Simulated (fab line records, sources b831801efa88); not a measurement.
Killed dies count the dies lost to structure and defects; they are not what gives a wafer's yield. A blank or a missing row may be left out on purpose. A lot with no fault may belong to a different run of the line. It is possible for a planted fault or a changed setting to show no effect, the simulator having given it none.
Comparing a struck lot with a sound one + flow gf180mcu + 14 steps out of a route of 602
Sound: the wafers L521.1, L521.2, L521.3. Struck: wafers L525.3, L525.4, L525.6. Last of all comes the cause.
For every step that has rows: the tool of each side, followed by ch and its chambers, followed by its first start. Under that, the readings that differ: sound wafers + struck wafers + difference of the means + sigmas: that difference in standard deviations of wafers without a fault.
alike: readings whose means differ by less than 2 such deviations, and words and numbers that are the same on both sides. not compared: withheld readings, readings that some wafer has no value for, bounds like >300 that may hide the same value, and numbers for which the record gives no deviation and whose values overlap.
Wherever a step has rows on one side only, a row that says differs or no value, or a row with sigmas, the two part there. Numbers that have no deviation but don't overlap get no sigmas and don't part them. A reading missing from all wafers of one side parts the sides only when that side holds two or more wafers.

GF_V1_THK_MEAS_01:
  sound on film_metro-03 at day 18 22:45; struck on film_metro-03 at day 20 10:32
  alike: V1_CVD_00_THK
GF_V1_CVD_02: deposits SiO2 from TEOS, target thk 850 nm, time 94.851 s.
  sound on pecvd-01 ch 0,1,2, day 18 22:49; struck on pecvd-02 ch 0,2, day 20 10:34
  alike: heater_power_w
GF_V1_THK_MEAS_03:
  sound on film_metro-01 at day 18 22:53; struck on film_metro-02 at day 20 10:40
  alike: V1_CVD_02_THK
GF_V1_CMP_04: polishes SiO2.
  sound on cmp-02 ch 0,2,3, day 18 22:56; struck on cmp-01 ch 0,1,3, day 20 10:48
  alike: edge_zone_pressure_frac, motor_current_A, time_to_endpoint_s
GF_V1_BOW_MEAS_05:
  sound on film_metro-03 at day 18 23:14; struck on film_metro-02 at day 20 11:02
  alike: V1_BOW
then, 7 steps without rows for these wafers: GF_V1_DEHYDRATE_06 (time 60 s); GF_V1_HMDS_07 (prime time 60 s); GF_V1_COAT_08; GF_V1_COAT_09 (resist thk 1000 nm); GF_V1_SOFTBAKE_10 (time 60 s); GF_V1_EXPOSE_11 (exposes mask Via1, target cd 260 nm); GF_V1_PEB_12 (peb time 90 s).
GF_V1_DEVELOP_13: develop time 60 s.
  sound on litho_track-04 ch 0, day 19 23:00; struck on litho_track-02, day 21 10:45
  no value came back on the struck wafers for chill_plate_temp_C (C), develop_time_s (s), developer_temp_C (C); on the sound wafers chill_plate_temp_C (C) reads 22.91 23.04 22.94
| reading                             | sound             | struck         | difference | sigmas |
|-------------------------------------|-------------------|----------------|------------|--------|
| model.KrF_of_V1_COAT_09.thk_nm (nm) | 986.4 985.5 985.7 | 1004 1003 1001 | +17        |        |
GF_V1_CD_MEAS_14: target cd 260 nm.
  sound on cd_sem-01 at day 19 23:09; struck on cd_sem-01 at day 21 10:53
| reading    | sound             | struck | difference                    | sigmas |
|------------|-------------------|--------|-------------------------------|--------|
| cd_nm (nm) | 259.7 259.5 259.1 | - - -  | no value on the struck wafers |        |

== WHERE THEY PART ==
At GF_V1_DEVELOP_13 first; at GF_V1_CD_MEAS_14 last (within this record only).

WHY: whatever the simulator had introduced
Step skipped in full: litho_track-02, at GF_V1_DEVELOP_13, from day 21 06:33 onward. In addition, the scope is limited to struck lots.
